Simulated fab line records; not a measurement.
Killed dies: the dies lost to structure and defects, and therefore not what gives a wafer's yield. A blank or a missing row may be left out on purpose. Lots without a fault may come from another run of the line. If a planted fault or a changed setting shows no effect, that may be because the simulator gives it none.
fab line records | flow sky130 | part 2 of 2: steps 29 to 39 of 39
record: lots: 5 | wafers: 15 | lastDay: 49
route steps=708 shown VIA3@595 METAL4@598 CAP2M@603
lots that met no fault: taken from a fault-free run of the same line
startH: start of the lot's first displayed wafer, in hours after the record's first day | waitH: hours elapsed since this lot's preceding step | " repeats the value in the row above | L1.1+2: a single row standing in for several wafers | - no value present, or no start provided | * or withheld: withheld | < > ~ a bound
route shown NAME@n: names a module that has steps shown in the file, with the first one's number in the route | usual: mean/standard deviation of fault-free wafers | same: alike in all rows | chamber/n: place in a boat | sites: per-site readings | _std_site: the values' standard deviation | _edge_site: outer sites' mean less inner sites' | radiusMm: how far each site lies from the wafer's centre | mask NAME#n: copy n | behind: the most recent tool/chamber to have shaped the wafer | hold: the reason the lot was held/the length of the hold in hours/how it ended | device: transistor that didn't switch, given as n, p or np | end of line: tests run on the same wafers once the route is complete | a step without rows: its recipe alone | killed: the dies lost at the first sort to structure and to defects; this is not the yield of the wafer | map: shows each die of a wafer: x if killed, . if not, _ if none is there
set.NAME: setting as actually run; set.NAME@STEP: the setting as run at that earlier step | model.NAME: the simulator's own value behind a step, which no gauge read
lots at selected steps of the route; one table per step, one row per wafer
services: the hour from which a tool's chamber was out of use, counted from the record's first day as startH (under 0 if before that day), plus the number of hours and why
== steps ==
step: SKY_METAL4_COAT_07
recipe: resist: BARC | tempC: withheld | timeS: withheld | spinRpm: 3000 | resistThkNm: 60
lot.wafer  | tool          | chamber | startH  | waitH
L079.2+4+5 | lithoTrack-02 | 0       | 1004.98 | 0.1
L082.2+3+4 | lithoTrack-04 | 0       | 1020.33 | 0.1
L087.2+3+4 | lithoTrack-01 | 0       | 1063.60 | 0.1
L088.2+5+6 | lithoTrack-04 | 0       | 1069.43 | 0.1
L091.1+4+6 | lithoTrack-01 | 0       | 1083.82 | 0.1
step: SKY_METAL4_COAT_08
recipe: resist: KrF-thick | spinRpm: 3000 | resistThkNm: 1140
lot.wafer  | tool          | chamber | startH | waitH
L079.2+4+5 | lithoTrack-02 | 0       | -      | -
L082.2+3+4 | lithoTrack-04 | 0       | -      | -
L087.2+3+4 | lithoTrack-01 | 0       | -      | -
L088.2+5+6 | lithoTrack-04 | 0       | -      | -
L091.1+4+6 | lithoTrack-01 | 0       | -      | -
step: SKY_METAL4_SOFTBAKE_09
recipe: tempC: 100 | timeS: 90 | resist: KrF-thick
usual: heaterPowerTotalW: 57.35/0.11
lot.wafer | tool          | chamber | startH | waitH | heaterPowerTotalW
L079.2    | lithoTrack-02 | 0       | -      | -     | 57.35
L079.4    | "             | 0       | "      | "     | 57.54
L079.5    | "             | 0       | "      | "     | 57.30
L082.2    | lithoTrack-04 | 0       | -      | -     | 57.51
L082.3    | "             | 0       | "      | "     | 57.48
L082.4    | "             | 0       | "      | "     | 57.58
L087.2    | lithoTrack-01 | 0       | -      | -     | 57.24
L087.3    | "             | 0       | "      | "     | 57.25
L087.4    | "             | 0       | "      | "     | 57.57
L088.2    | lithoTrack-04 | 0       | -      | -     | 57.26
L088.5    | "             | 0       | "      | "     | 57.30
L088.6    | "             | 0       | "      | "     | 57.37
L091.1    | lithoTrack-01 | 0       | -      | -     | 57.55
L091.4    | "             | 0       | "      | "     | 57.42
L091.6    | "             | 0       | "      | "     | 57.32
step: SKY_METAL4_EXPOSE_10
recipe: maskId: MM4 | na: 0.68 | sourceShape: annular | sigmaInner: 0.4 | sigmaOuter: 0.8 | targetCdNm: 300 | doseMj: 28
lot.wafer  | tool          | chamber | startH | waitH | mask
L079.2+4+5 | krfScanner-02 | 0       | -      | -     | MM4#0
L082.2+3+4 | krfScanner-01 | 0       | -      | -     | MM4#0
L087.2+3+4 | krfScanner-01 | 0       | -      | -     | MM4#0
L088.2+5+6 | krfScanner-02 | 0       | -      | -     | MM4#0
L091.1+4+6 | krfScanner-02 | 0       | -      | -     | MM4#0
step: SKY_METAL4_PEB_11
recipe: pebTempC: withheld | pebTimeS: withheld | resist: KrF-thick
lot.wafer  | tool          | chamber | startH | waitH
L079.2+4+5 | lithoTrack-04 | 0       | -      | -
L082.2+3+4 | lithoTrack-01 | 0       | -      | -
L087.2+3+4 | lithoTrack-02 | 0       | -      | -
L088.2+5+6 | lithoTrack-04 | 0       | -      | -
L091.1+4+6 | lithoTrack-01 | 0       | -      | -
step: SKY_METAL4_DEVELOP_12
recipe: developTimeS: 60 | resist: KrF-thick | devTempC: 21
lot.wafer  | tool          | chamber | startH | waitH
L079.2+4+5 | lithoTrack-04 | 0       | -      | -
L082.2+3+4 | lithoTrack-01 | 0       | -      | -
L087.2+3+4 | lithoTrack-02 | 0       | -      | -
L088.2+5+6 | lithoTrack-04 | 0       | -      | -
L091.1+4+6 | lithoTrack-01 | 0       | -      | -
step: SKY_METAL4_CD_MEAS_13
recipe: targetCdNm: 300
usual: cdNm: 300.7/1.5
lot.wafer | tool     | chamber | startH  | waitH | cdNm
L079.2    | cdSem-01 | -       | 1016.98 | -     | 300.8
L079.4    | "        | -       | "       | "     | 299.7
L079.5    | "        | -       | "       | "     | 300.6
L082.2    | cdSem-02 | -       | 1031.64 | -     | 299.3
L082.3    | "        | -       | "       | "     | 301.1
L082.4    | "        | -       | "       | "     | 301.1
L087.2    | cdSem-02 | -       | 1074.58 | -     | 300.4
L087.3    | "        | -       | "       | "     | 300.6
L087.4    | "        | -       | "       | "     | 299.5
L088.2    | cdSem-02 | -       | 1080.38 | -     | 298.5
L088.5    | "        | -       | "       | "     | 299.3
L088.6    | "        | -       | "       | "     | 299.7
L091.1    | cdSem-01 | -       | 1094.42 | -     | 297.2
L091.4    | "        | -       | "       | "     | 299.5
L091.6    | "        | -       | "       | "     | 299.7
step: SKY_METAL4_OVL_MEAS_14
usual: METAL4_OVL: -1/4.5
lot.wafer | tool       | chamber | startH  | waitH | METAL4_OVL[nm]
L079.2    | overlay-01 | -       | 1017.08 | 0.1   | 3
L079.4    | "          | -       | "       | "     | -3
L079.5    | "          | -       | "       | "     | 0
L082.2    | overlay-01 | -       | 1031.75 | 0.1   | 1
L082.3    | "          | -       | "       | "     | -1
L082.4    | "          | -       | "       | "     | 0
L087.2    | overlay-01 | -       | 1074.68 | 0.1   | -6
L087.3    | "          | -       | "       | "     | -3
L087.4    | "          | -       | "       | "     | 1
L088.2    | overlay-02 | -       | 1080.48 | 0.1   | -5
L088.5    | "          | -       | "       | "     | 0
L088.6    | "          | -       | "       | "     | -2
L091.1    | overlay-01 | -       | 1094.54 | 0.1   | -6
L091.4    | "          | -       | "       | "     | -10
L091.6    | "          | -       | "       | "     | 5
step: SKY_METAL4_DESCUM_15
recipe: chemistry: O2 | sourcePowerW: 150 | biasPowerW: 0 | pressureMtorr: 10 | tempC: 40 | timeS: 8
usual: drypumpMotorCurrentA: 5.8/0.43 | oesProductAu: 1.001/0.013
lot.wafer | tool        | chamber | startH  | waitH | drypumpMotorCurrentA | oesProductAu | rfHoursCounterH
L079.2    | rieMetal-02 | 1       | 1017.12 | 0.0   | 5.7                  | 1.001        | -
L079.4    | "           | 1       | "       | "     | 5.7                  | 1.001        | -
L079.5    | "           | 1       | "       | "     | 5.7                  | 1.002        | -
L082.2    | rieMetal-04 | 1       | 1031.79 | 0.0   | 5.3                  | 1.025        | -
L082.3    | "           | 1       | "       | "     | 5.3                  | 1.014        | -
L082.4    | "           | 1       | "       | "     | 5.3                  | 1.009        | -
L087.2    | rieMetal-04 | 1       | 1074.71 | 0.0   | 5.3                  | 1.029        | 25
L087.3    | "           | 0       | "       | "     | 6.5                  | 0.996        | -
L087.4    | "           | 1       | "       | "     | 5.3                  | 1.023        | -
L088.2    | rieMetal-04 | 0       | 1080.51 | 0.0   | 6.5                  | 0.987        | 7
L088.5    | "           | 1       | "       | "     | 5.3                  | 1.022        | -
L088.6    | "           | 0       | "       | "     | 6.5                  | 0.991        | -
L091.1    | rieMetal-02 | 0       | 1094.58 | 0.0   | 5.8                  | 0.979        | 4
L091.4    | "           | 1       | "       | "     | 5.7                  | 0.996        | -
L091.6    | "           | 1       | "       | "     | 5.7                  | 0.983        | -
step: SKY_METAL4_ETCH_16
recipe: chemistry: N2/H2 | target: BARC | ionEnergyEv: 200 | biasW: 100 | pressureMtorr: 30 | n2FlowSccm: 100 | h2FlowSccm: 200 | icpW: 500 | stopOn: SiO2 | timeS: 88.2 | targetDepthA: 600
usual: drypumpMotorCurrentA: 5.8/0.43 | oesProductAu: 0.626/0.0047 | throttleValvePct: 13.204/0.0093
lot.wafer | tool        | chamber | startH  | waitH | drypumpMotorCurrentA | oesProductAu | rfHoursCounterH | throttleValvePct
L079.2    | rieMetal-02 | 1       | 1017.21 | 0.1   | 5.7                  | 0.636        | -               | 13.200
L079.4    | "           | 1       | "       | "     | 5.7                  | 0.629        | -               | 13.210
L079.5    | "           | 1       | "       | "     | 5.7                  | 0.625        | -               | 13.204
L082.2    | rieMetal-04 | 1       | 1031.88 | 0.1   | 5.3                  | 0.622        | -               | 13.202
L082.3    | "           | 1       | "       | "     | 5.3                  | 0.629        | -               | 13.202
L082.4    | "           | 1       | "       | "     | 5.3                  | 0.621        | -               | 13.194
L087.2    | rieMetal-04 | 1       | 1074.75 | 0.0   | 5.3                  | 0.624        | 25              | 13.219
L087.3    | "           | 0       | "       | "     | 6.5                  | 0.621        | -               | 13.190
L087.4    | "           | 1       | "       | "     | 5.3                  | 0.627        | -               | 13.214
L088.2    | rieMetal-04 | 0       | 1080.54 | 0.0   | 6.5                  | 0.633        | 7               | 13.203
L088.5    | "           | 1       | "       | "     | 5.3                  | 0.623        | -               | 13.206
L088.6    | "           | 0       | "       | "     | 6.5                  | 0.633        | -               | 13.193
L091.1    | rieMetal-02 | 0       | 1094.61 | 0.0   | 5.8                  | 0.625        | 4               | 13.218
L091.4    | "           | 1       | "       | "     | 5.7                  | 0.628        | -               | 13.193
L091.6    | "           | 1       | "       | "     | 5.7                  | 0.630        | -               | 13.217
step: SKY_METAL4_ETCH_17
recipe: target: SiO2 | stopOn: TiN | chemistry: C4F8/O2/Ar | sourceW: 1500 | biasW: 1200 | pressureMtorr: 40 | c4f8FlowSccm: withheld | O2_flow_sccm: 6 | Ar_flow_sccm: 300 | timeS: 3.9 | targetDepthA: 150
usual: oesProductAu: 0.753/0.0076
lot.wafer | tool       | chamber | startH  | waitH | oesProductAu | rfHoursCounterH
L079.2    | rieDiel-02 | 1       | 1017.37 | 0.1   | 0.741        | 5
L079.4    | "          | 2       | "       | "     | 0.746        | 11
L079.5    | "          | 3       | "       | "     | 0.757        | -
L082.2    | rieDiel-02 | 0       | 1032.04 | 0.1   | 0.750        | 5
L082.3    | "          | 2       | "       | "     | 0.758        | 11
L082.4    | "          | 3       | "       | "     | 0.752        | 7
L087.2    | rieDiel-01 | 3       | 1074.84 | 0.1   | 0.753        | 3
L087.3    | "          | 2       | "       | "     | 0.755        | 2
L087.4    | "          | 0       | "       | "     | 0.759        | 20
L088.2    | rieDiel-01 | 0       | 1080.64 | 0.1   | 0.747        | 20
L088.5    | "          | 1       | "       | "     | 0.755        | -
L088.6    | "          | 2       | "       | "     | 0.760        | -
L091.1    | rieDiel-02 | 1       | 1094.71 | 0.1   | 0.760        | 8
L091.4    | "          | 2       | "       | "     | 0.769        | 14
L091.6    | "          | 2       | "       | "     | 0.759        | -
== services ==
tool            | chamber | startH  | hours | kind
ilineStepper-02 | -       | 947.67  | 2.3   | repair
pvdSputter-02   | -       | 948.84  | 3.7   | repair
rieDiel-01      | 0       | 949.26  | 4.1   | repair
rieMetal-01     | 1       | 950.22  | 1.2   | repair
krfScanner-01   | -       | 952.97  | 11.6  | pm
rieMetal-02     | -       | 958.62  | 2.8   | pm
krfScanner-01   | -       | 964.52  | 1.3   | pm
ilineStepper-02 | -       | 976.76  | 2.1   | pm
pvdSputter-02   | -       | 977.74  | 13.3  | repair
pecvd-03        | -       | 982.75  | 0.5   | repair
pvdSputter-02   | -       | 984.20  | 0.8   | repair
rieDiel-02      | 1       | 986.97  | 2.5   | repair
pvdSputter-01   | -       | 989.62  | 0.8   | repair
pvdSputter-02   | -       | 1009.75 | 8.4   | repair
ilineStepper-01 | -       | 1013.36 | 1.7   | pm
krfScanner-02   | -       | 1019.62 | 0.8   | pm
krfScanner-02   | -       | 1024.11 | 4.0   | repair
rieMetal-04     | 0       | 1027.82 | 21.8  | repair
rieDiel-02      | 3       | 1039.82 | 3.3   | repair
rieDiel-02      | 3       | 1046.68 | 4.4   | repair
pvdSputter-01   | -       | 1050.25 | 10.0  | repair
rieDiel-02      | 1       | 1061.58 | 5.0   | repair
rieMetal-02     | 0       | 1082.62 | 3.8   | repair
krfScanner-02   | -       | 1086.49 | 1.0   | pm
